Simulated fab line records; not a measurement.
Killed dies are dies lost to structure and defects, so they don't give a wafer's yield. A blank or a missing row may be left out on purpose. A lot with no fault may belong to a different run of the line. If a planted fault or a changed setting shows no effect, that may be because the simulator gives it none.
fab line records	flow gf180mcu
record: lots: 24	wafers: 72	lastDay: 34
route steps=602 shown V3@454 M4@457 V4@481 MIM@510 V5@555 TOP_METAL@581
lots with no fault: from the same line, run without faults
startH: hours from the record's opening day to when the first of the lot's shown wafers began	waitH: hours since the lot's step before	" identical to the entry in the row above	L1.1+2: a single row standing in for several wafers	- no value, or no start given	* or withheld: withheld	< > ~ a bound
route shown NAME@n: a module of which the file shows steps, and the number in the route of the first	usual: mean and standard deviation over wafers with no fault	same: alike in all rows	chamber/n: place in a boat	sites: each site's reading	_std_site: how widely they spread, as a standard deviation	_edge_site: outer sites' mean less inner sites'	radiusMm: how far each site lies from the wafer's centre	mask NAME#n: copy n	behind: tool/chamber where the wafer was last shaped	hold: cause of the lot's hold/its duration in hours/its outcome	device: whichever transistor did not switch (one of n, p or np)	end of line: tests of these same wafers at the route's end	a step with no rows: only its recipe	killed: at the first sort, the dies lost to defects and structure; wafer yield is something else	map: the dies of a wafer, with x for killed, . for not killed, _ for no die there
set.NAME: setting as actually run; set.NAME@STEP: the setting as run at that earlier step	model.NAME: the simulator's own value behind a step, which no gauge read
the route's steps for a sample of lots (tables are steps, rows are wafers)
services: from which hour (startH, from the record's first day; less than 0 if before it) a tool's chamber was out of use, for how many hours, and why
== steps ==
step: GF_V3_THK_MEAS_25
recipe: thkMeasGauge: xrf	reads: W_of_V3_CVD_23
usual: V3_W_THK: 356/6.9
lot.wafer	tool	chamber	startH	waitH	V3_W_THK[nm]
L074.1	filmMetro-02	-	518.42	0.1	351
L074.2	"	-	"	"	351
L074.5	"	-	"	"	352
L075.1	filmMetro-01	-	524.18	0.1	365
L075.4	"	-	"	"	350
L075.6	"	-	"	"	359
L076.1	filmMetro-02	-	536.00	0.1	347
L076.3	"	-	"	"	349
L076.6	"	-	"	"	365
L077.1	filmMetro-01	-	544.32	0.1	352
L077.3	"	-	"	"	350
L077.5	"	-	"	"	350
L078.2	filmMetro-02	-	551.59	0.1	354
L078.3	"	-	"	"	356
L078.5	"	-	"	"	352
L079.1	filmMetro-04	-	559.81	0.1	356
L079.3	"	-	"	"	359
L079.6	"	-	"	"	359
L080.1	filmMetro-02	-	574.94	0.1	350
L080.2	"	-	"	"	368
L080.3	"	-	"	"	369
L081.2	filmMetro-02	-	587.36	0.1	359
L081.3	"	-	"	"	360
L081.4	"	-	"	"	371
L082.2	filmMetro-02	-	590.18	0.1	350
L082.5	"	-	"	"	355
L082.6	"	-	"	"	355
L083.1	filmMetro-01	-	595.66	0.1	360
L083.3	"	-	"	"	347
L083.4	"	-	"	"	358
L084.1	filmMetro-02	-	603.02	0.1	355
L084.2	"	-	"	"	357
L084.3	"	-	"	"	353
L085.2	filmMetro-01	-	607.32	0.1	356
L085.5	"	-	"	"	353
L085.6	"	-	"	"	367
L086.2	filmMetro-02	-	615.77	0.1	352
L086.3	"	-	"	"	360
L086.6	"	-	"	"	354
L087.1	filmMetro-01	-	626.78	0.1	345
L087.2	"	-	"	"	342
L087.3	"	-	"	"	348
L088.1	filmMetro-04	-	636.37	0.1	353
L088.4	"	-	"	"	361
L088.6	"	-	"	"	352
L089.4	filmMetro-01	-	640.49	0.1	354
L089.5	"	-	"	"	347
L089.6	"	-	"	"	346
L090.2	filmMetro-02	-	644.97	0.1	356
L090.3	"	-	"	"	361
L090.4	"	-	"	"	353
L091.1	filmMetro-04	-	655.32	0.1	366
L091.3	"	-	"	"	362
L091.4	"	-	"	"	370
L092.2	filmMetro-01	-	656.73	0.1	351
L092.5	"	-	"	"	360
L092.6	"	-	"	"	349
L093.1	filmMetro-02	-	666.32	0.1	360
L093.5	"	-	"	"	363
L093.6	"	-	"	"	354
L094.2	filmMetro-04	-	679.10	0.1	348
L094.3	"	-	"	"	354
L094.5	"	-	"	"	344
L095.1	filmMetro-04	-	679.90	0.1	358
L095.2	"	-	"	"	346
L095.6	"	-	"	"	358
L096.3	filmMetro-02	-	688.26	0.1	350
L096.4	"	-	"	"	362
L096.5	"	-	"	"	350
L097.2	filmMetro-01	-	693.67	0.1	369
L097.4	"	-	"	"	369
L097.6	"	-	"	"	347
step: GF_M4_SPUTTER_01
recipe: material: TiN	targetThkNm: 30	powerW: 6500	timeS: 25	chamberPressurePa: 0.4
usual: throttleValvePct: 29.8/1.1
lot.wafer	tool	chamber	startH	waitH	throttleValvePct
L074.1	pvdSputter-02	-	518.88	0.1	30.7
L074.2	"	-	"	"	29.0
L074.5	"	-	"	"	30.5
L075.1	pvdSputter-03	-	524.64	0.1	31.5
L075.4	"	-	"	"	29.8
L075.6	"	-	"	"	31.9
L076.1	pvdSputter-03	-	536.46	0.1	28.1
L076.3	"	-	"	"	30.0
L076.6	"	-	"	"	27.7
L077.1	pvdSputter-03	-	544.78	0.1	27.8
L077.3	"	-	"	"	30.0
L077.5	"	-	"	"	27.9
L078.2	pvdSputter-02	-	552.04	0.1	29.2
L078.3	"	-	"	"	29.2
L078.5	"	-	"	"	30.8
L079.1	pvdSputter-01	-	560.27	0.1	29.1
L079.3	"	-	"	"	29.1
L079.6	"	-	"	"	29.3
L080.1	pvdSputter-02	-	575.48	0.1	30.6
L080.2	"	-	"	"	29.3
L080.3	"	-	"	"	28.8
L081.2	pvdSputter-03	-	587.81	0.1	27.9
L081.3	"	-	"	"	30.1
L081.4	"	-	"	"	29.9
L082.2	pvdSputter-02	-	590.63	0.1	28.7
L082.5	"	-	"	"	29.7
L082.6	"	-	"	"	29.0
L083.1	pvdSputter-02	-	596.12	0.1	30.6
L083.3	"	-	"	"	28.8
L083.4	"	-	"	"	30.1
L084.1	pvdSputter-01	-	603.48	0.1	29.4
L084.2	"	-	"	"	31.2
L084.3	"	-	"	"	29.1
L085.2	pvdSputter-03	-	607.77	0.1	30.2
L085.5	"	-	"	"	31.8
L085.6	"	-	"	"	28.0
L086.2	pvdSputter-03	-	616.22	0.1	31.7
L086.3	"	-	"	"	29.7
L086.6	"	-	"	"	30.0
L087.1	pvdSputter-03	-	627.24	0.1	27.7
L087.2	"	-	"	"	29.9
L087.3	"	-	"	"	30.0
L088.1	pvdSputter-02	-	636.83	0.1	29.1
L088.4	"	-	"	"	29.8
L088.6	"	-	"	"	29.6
L089.4	pvdSputter-03	-	640.96	0.1	30.2
L089.5	"	-	"	"	30.1
L089.6	"	-	"	"	27.8
L090.2	pvdSputter-02	-	645.42	0.1	29.9
L090.3	"	-	"	"	29.1
L090.4	"	-	"	"	28.9
L091.1	pvdSputter-03	-	655.78	0.1	30.1
L091.3	"	-	"	"	27.8
L091.4	"	-	"	"	29.9
L092.2	pvdSputter-02	-	657.18	0.1	29.3
L092.5	"	-	"	"	30.7
L092.6	"	-	"	"	29.1
L093.1	pvdSputter-03	-	666.78	0.1	31.6
L093.5	"	-	"	"	31.8
L093.6	"	-	"	"	29.8
L094.2	pvdSputter-02	-	679.55	0.1	28.9
L094.3	"	-	"	"	30.6
L094.5	"	-	"	"	30.6
L095.1	pvdSputter-01	-	680.36	0.1	30.7
L095.2	"	-	"	"	29.1
L095.6	"	-	"	"	30.6
L096.3	pvdSputter-01	-	688.70	0.1	31.5
L096.4	"	-	"	"	30.5
L096.5	"	-	"	"	31.5
L097.2	pvdSputter-03	-	694.12	0.1	27.9
L097.4	"	-	"	"	30.0
L097.6	"	-	"	"	29.8
step: GF_V4_BOW_MEAS_05
recipe: mode: bow
usual: V4_BOW: 133/11
lot.wafer	tool	chamber	startH	waitH	V4_BOW[um]
L074.1	filmMetro-04	-	542.88	0.1	132
L074.2	"	-	"	"	127
L074.5	"	-	"	"	151
L075.1	filmMetro-04	-	548.15	0.1	152
L075.4	"	-	"	"	142
L075.6	"	-	"	"	148
L076.1	filmMetro-01	-	560.57	0.1	128
L076.3	"	-	"	"	141
L076.6	"	-	"	"	132
L077.1	filmMetro-04	-	568.58	0.2	118
L077.3	"	-	"	"	127
L077.5	"	-	"	"	123
L078.2	filmMetro-01	-	575.71	0.1	124
L078.3	"	-	"	"	115
L078.5	"	-	"	"	114
L079.1	filmMetro-01	-	583.94	0.2	141
L079.3	"	-	"	"	135
L079.6	"	-	"	"	137
L080.1	filmMetro-03	-	598.87	0.2	138
L080.2	"	-	"	"	133
L080.3	"	-	"	"	137
L081.2	filmMetro-03	-	610.01	0.2	139
L081.3	"	-	"	"	141
L081.4	"	-	"	"	147
L082.2	filmMetro-03	-	612.68	0.3	131
L082.5	"	-	"	"	125
L082.6	"	-	"	"	127
L083.1	filmMetro-04	-	618.66	0.2	127
L083.3	"	-	"	"	146
L083.4	"	-	"	"	147
L084.1	filmMetro-04	-	626.53	0.2	138
L084.2	"	-	"	"	127
L084.3	"	-	"	"	136
L085.2	filmMetro-04	-	629.91	0.1	124
L085.5	"	-	"	"	129
L085.6	"	-	"	"	129
L086.2	filmMetro-01	-	637.87	0.2	119
L086.3	"	-	"	"	114
L086.6	"	-	"	"	113
L087.1	filmMetro-01	-	648.25	0.2	150
L087.2	"	-	"	"	145
L087.3	"	-	"	"	154
L088.1	filmMetro-04	-	658.06	0.1	123
L088.4	"	-	"	"	123
L088.6	"	-	"	"	121
L089.4	filmMetro-04	-	662.20	0.3	128
L089.5	"	-	"	"	117
L089.6	"	-	"	"	127
L090.2	filmMetro-01	-	666.33	0.1	128
L090.3	"	-	"	"	142
L090.4	"	-	"	"	138
L091.1	filmMetro-04	-	676.24	0.2	116
L091.3	"	-	"	"	135
L091.4	"	-	"	"	127
L092.2	filmMetro-04	-	678.37	0.1	136
L092.5	"	-	"	"	128
L092.6	"	-	"	"	145
L093.1	filmMetro-03	-	687.58	0.2	137
L093.5	"	-	"	"	142
L093.6	"	-	"	"	146
L094.2	filmMetro-01	-	699.65	0.2	127
L094.3	"	-	"	"	141
L094.5	"	-	"	"	142
L095.1	filmMetro-01	-	701.50	0.2	140
L095.2	"	-	"	"	130
L095.6	"	-	"	"	130
L096.3	filmMetro-01	-	708.85	0.2	131
L096.4	"	-	"	"	143
L096.5	"	-	"	"	124
L097.2	filmMetro-04	-	713.45	0.2	142
L097.4	"	-	"	"	149
L097.6	"	-	"	"	137
step: GF_MIM_SPUTTER_07
recipe: material: TiN	targetThkNm: 60	powerW: 6500	timeS: 50	chamberPressurePa: 0.4134
usual: throttleValvePct: 30.0/0.95
lot.wafer	tool	chamber	startH	waitH	throttleValvePct
L074.1	pvdSputter-03	-	566.85	0.1	30.1
L074.2	"	-	"	"	31.4
L074.5	"	-	"	"	31.7
L075.1	pvdSputter-01	-	572.66	0.1	30.5
L075.4	"	-	"	"	29.3
L075.6	"	-	"	"	30.6
L076.1	pvdSputter-04	-	584.47	0.1	29.2
L076.3	"	-	"	"	29.9
L076.6	"	-	"	"	30.6
L077.1	pvdSputter-04	-	592.09	0.1	29.2
L077.3	"	-	"	"	30.0
L077.5	"	-	"	"	29.8
L078.2	pvdSputter-01	-	599.51	0.0	30.6
L078.3	"	-	"	"	31.4
L078.5	"	-	"	"	30.5
L079.1	pvdSputter-04	-	606.59	0.1	30.2
L079.3	"	-	"	"	30.0
L079.6	"	-	"	"	29.4
L080.1	pvdSputter-01	-	622.01	0.1	29.2
L080.2	"	-	"	"	31.5
L080.3	"	-	"	"	29.0
L081.2	pvdSputter-04	-	632.85	0.0	30.4
L081.3	"	-	"	"	30.1
L081.4	"	-	"	"	29.4
L082.2	pvdSputter-03	-	635.05	0.0	31.4
L082.5	"	-	"	"	29.6
L082.6	"	-	"	"	31.7
L083.1	pvdSputter-01	-	640.87	0.1	29.2
L083.3	"	-	"	"	30.6
L083.4	"	-	"	"	31.5
L084.1	pvdSputter-04	-	651.33	0.1	29.3
L084.2	"	-	"	"	30.4
L084.3	"	-	"	"	30.4
L085.2	pvdSputter-03	-	652.14	0.0	29.8
L085.5	"	-	"	"	30.1
L085.6	"	-	"	"	27.8
L086.2	pvdSputter-04	-	659.16	0.0	29.9
L086.3	"	-	"	"	30.1
L086.6	"	-	"	"	30.5
L087.1	pvdSputter-01	-	670.13	0.1	28.8
L087.2	"	-	"	"	31.7
L087.3	"	-	"	"	30.4
L088.1	pvdSputter-03	-	679.75	0.1	31.8
L088.4	"	-	"	"	30.4
L088.6	"	-	"	"	30.0
L089.4	pvdSputter-01	-	683.79	0.0	29.3
L089.5	"	-	"	"	30.3
L089.6	"	-	"	"	29.2
L090.2	pvdSputter-01	-	687.34	0.0	31.2
L090.3	"	-	"	"	30.4
L090.4	"	-	"	"	29.1
L091.1	pvdSputter-01	-	697.12	0.1	29.2
L091.3	"	-	"	"	31.3
L091.4	"	-	"	"	30.6
L092.2	pvdSputter-01	-	699.39	0.0	29.2
L092.5	"	-	"	"	28.9
L092.6	"	-	"	"	31.5
L093.1	pvdSputter-04	-	707.91	0.1	30.3
L093.5	"	-	"	"	30.2
L093.6	"	-	"	"	29.0
L094.2	pvdSputter-04	-	719.46	0.0	30.0
L094.3	"	-	"	"	30.5
L094.5	"	-	"	"	29.9
L095.1	pvdSputter-03	-	721.61	0.1	30.1
L095.2	"	-	"	"	27.9
L095.6	"	-	"	"	29.9
L096.3	pvdSputter-03	-	728.34	0.0	31.6
L096.4	"	-	"	"	29.8
L096.5	"	-	"	"	32.0
L097.2	pvdSputter-04	-	733.36	0.0	29.9
L097.4	"	-	"	"	30.3
L097.6	"	-	"	"	30.6
step: GF_V5_OVL_MEAS_15
usual: V5_OVL: 0/4.6
lot.wafer	tool	chamber	startH	waitH	V5_OVL[nm]
L074.1	overlay-02	-	632.33	0.1	0
L074.2	"	-	"	"	5
L074.5	"	-	"	"	3
L075.1	overlay-01	-	637.28	0.1	-17
L075.4	"	-	"	"	-12
L075.6	"	-	"	"	-12
L076.1	overlay-01	-	648.89	0.1	2
L076.3	"	-	"	"	-3
L076.6	"	-	"	"	-1
L077.1	overlay-01	-	655.23	0.1	7
L077.3	"	-	"	"	-1
L077.5	"	-	"	"	5
L078.2	overlay-02	-	663.64	0.1	5
L078.3	"	-	"	"	6
L078.5	"	-	"	"	-2
L079.1	overlay-01	-	668.13	0.1	2
L079.3	"	-	"	"	-6
L079.6	"	-	"	"	2
L080.1	overlay-02	-	683.39	0.1	-2
L080.2	"	-	"	"	3
L080.3	"	-	"	"	-4
L081.2	overlay-02	-	693.14	0.1	-1
L081.3	"	-	"	"	0
L081.4	"	-	"	"	0
L082.2	overlay-01	-	695.10	0.1	1
L082.5	"	-	"	"	10
L082.6	"	-	"	"	5
L083.1	overlay-02	-	701.03	0.1	1
L083.3	"	-	"	"	-4
L083.4	"	-	"	"	2
L084.1	overlay-01	-	710.98	0.1	-1
L084.2	"	-	"	"	1
L084.3	"	-	"	"	-5
L085.2	overlay-01	-	711.80	0.1	0
L085.5	"	-	"	"	-1
L085.6	"	-	"	"	2
L086.2	overlay-02	-	716.40	0.1	1
L086.3	"	-	"	"	2
L086.6	"	-	"	"	5
L087.1	overlay-02	-	727.93	0.1	-1
L087.2	"	-	"	"	-5
L087.3	"	-	"	"	-1
L088.1	overlay-02	-	736.13	0.1	1
L088.4	"	-	"	"	3
L088.6	"	-	"	"	1
L089.4	overlay-02	-	739.81	0.1	6
L089.5	"	-	"	"	-1
L089.6	"	-	"	"	-4
L090.2	overlay-01	-	742.84	0.1	1
L090.3	"	-	"	"	8
L090.4	"	-	"	"	-3
L091.1	overlay-02	-	752.93	0.1	-8
L091.3	"	-	"	"	-7
L091.4	"	-	"	"	-1
L092.2	overlay-01	-	753.70	0.1	5
L092.5	"	-	"	"	3
L092.6	"	-	"	"	3
L093.1	overlay-02	-	762.08	0.1	-1
L093.5	"	-	"	"	10
L093.6	"	-	"	"	3
L094.2	overlay-01	-	772.39	0.1	-7
L094.3	"	-	"	"	1
L094.5	"	-	"	"	-8
L095.1	overlay-02	-	773.48	0.1	-4
L095.2	"	-	"	"	-5
L095.6	"	-	"	"	4
L096.3	overlay-02	-	781.30	0.1	1
L096.4	"	-	"	"	7
L096.5	"	-	"	"	4
L097.2	overlay-02	-	784.69	0.1	-3
L097.4	"	-	"	"	3
L097.6	"	-	"	"	4
step: GF_TOP_METAL_CD_MEAS_14
recipe: targetCdNm: 440
usual: cdNm: 439.9/2.5
lot.wafer	tool	chamber	startH	waitH	cdNm
L074.1	cdSem-02	-	653.79	0.1	440.0
L074.2	"	-	"	"	442.3
L074.5	"	-	"	"	442.9
L075.1	cdSem-01	-	659.06	0.1	438.0
L075.4	"	-	"	"	438.1
L075.6	"	-	"	"	437.8
L076.1	cdSem-01	-	670.07	0.1	441.8
L076.3	"	-	"	"	443.8
L076.6	"	-	"	"	443.2
L077.1	cdSem-02	-	675.72	0.1	436.5
L077.3	"	-	"	"	434.7
L077.5	"	-	"	"	435.7
L078.2	cdSem-02	-	684.36	0.1	438.0
L078.3	"	-	"	"	439.7
L078.5	"	-	"	"	441.9
L079.1	cdSem-01	-	688.29	0.1	441.6
L079.3	"	-	"	"	441.8
L079.6	"	-	"	"	442.4
L080.1	cdSem-02	-	703.41	0.1	437.5
L080.2	"	-	"	"	438.3
L080.3	"	-	"	"	438.5
L081.2	cdSem-01	-	712.94	0.1	437.5
L081.3	"	-	"	"	435.0
L081.4	"	-	"	"	436.7
L082.2	cdSem-02	-	714.98	0.1	434.4
L082.5	"	-	"	"	434.5
L082.6	"	-	"	"	434.5
L083.1	cdSem-02	-	720.39	0.1	442.6
L083.3	"	-	"	"	442.5
L083.4	"	-	"	"	442.9
L084.1	cdSem-02	-	729.97	0.1	442.5
L084.2	"	-	"	"	443.0
L084.3	"	-	"	"	442.8
L085.2	cdSem-01	-	731.18	0.1	441.2
L085.5	"	-	"	"	439.7
L085.6	"	-	"	"	440.5
L086.2	cdSem-01	-	735.89	0.1	441.6
L086.3	"	-	"	"	439.4
L086.6	"	-	"	"	441.0
L087.1	cdSem-02	-	746.72	0.1	436.0
L087.2	"	-	"	"	439.1
L087.3	"	-	"	"	437.2
L088.1	cdSem-02	-	755.29	0.1	438.0
L088.4	"	-	"	"	440.5
L088.6	"	-	"	"	438.4
L089.4	cdSem-01	-	758.47	0.1	440.1
L089.5	"	-	"	"	438.6
L089.6	"	-	"	"	439.1
L090.2	cdSem-02	-	760.88	0.1	436.2
L090.3	"	-	"	"	437.1
L090.4	"	-	"	"	438.2
L091.1	cdSem-02	-	770.72	0.1	439.9
L091.3	"	-	"	"	439.1
L091.4	"	-	"	"	438.7
L092.2	cdSem-02	-	771.39	0.1	445.4
L092.5	"	-	"	"	445.7
L092.6	"	-	"	"	444.9
L093.1	cdSem-01	-	779.57	0.1	440.0
L093.5	"	-	"	"	440.5
L093.6	"	-	"	"	440.0
L094.2	cdSem-02	-	789.60	0.2	440.8
L094.3	"	-	"	"	439.0
L094.5	"	-	"	"	442.0
L095.1	cdSem-02	-	790.17	0.1	439.6
L095.2	"	-	"	"	438.0
L095.6	"	-	"	"	440.4
L096.3	cdSem-02	-	798.12	0.2	441.1
L096.4	"	-	"	"	443.0
L096.5	"	-	"	"	442.7
L097.2	cdSem-02	-	801.34	0.1	439.2
L097.4	"	-	"	"	440.4
L097.6	"	-	"	"	440.1
== services ==
tool	chamber	startH	hours	kind
pvdSputter-04	-	534.53	3.6	repair
pvdSputter-04	-	546.02	7.4	repair
pvdSputter-01	1	561.34	-	consumableReplace:kit
pvdSputter-01	1	561.34	18.0	scheduledDown
pvdSputter-01	1	561.34	18.0	ventCycle
pvdSputter-04	2	581.53	-	consumableReplace:kit
pvdSputter-04	2	581.53	18.0	scheduledDown
pvdSputter-04	2	581.53	18.0	ventCycle
pvdSputter-03	2	593.20	-	consumableReplace:kit
pvdSputter-03	2	593.20	18.0	scheduledDown
pvdSputter-03	2	593.20	18.0	ventCycle
pvdSputter-02	2	602.05	-	consumableReplace:kit
pvdSputter-02	2	602.05	18.0	scheduledDown
pvdSputter-02	2	602.05	18.0	ventCycle
pvdSputter-01	-	641.80	2.0	repair
pvdSputter-03	-	643.64	2.2	repair
pvdSputter-03	-	650.22	0.6	repair
pvdSputter-01	0	656.87	-	consumableReplace:kit
pvdSputter-03	-	698.43	1.0	repair
pvdSputter-03	1	705.49	-	consumableReplace:kit
pvdSputter-03	1	705.49	18.0	scheduledDown
pvdSputter-03	1	705.49	18.0	ventCycle
== key ==
fault none
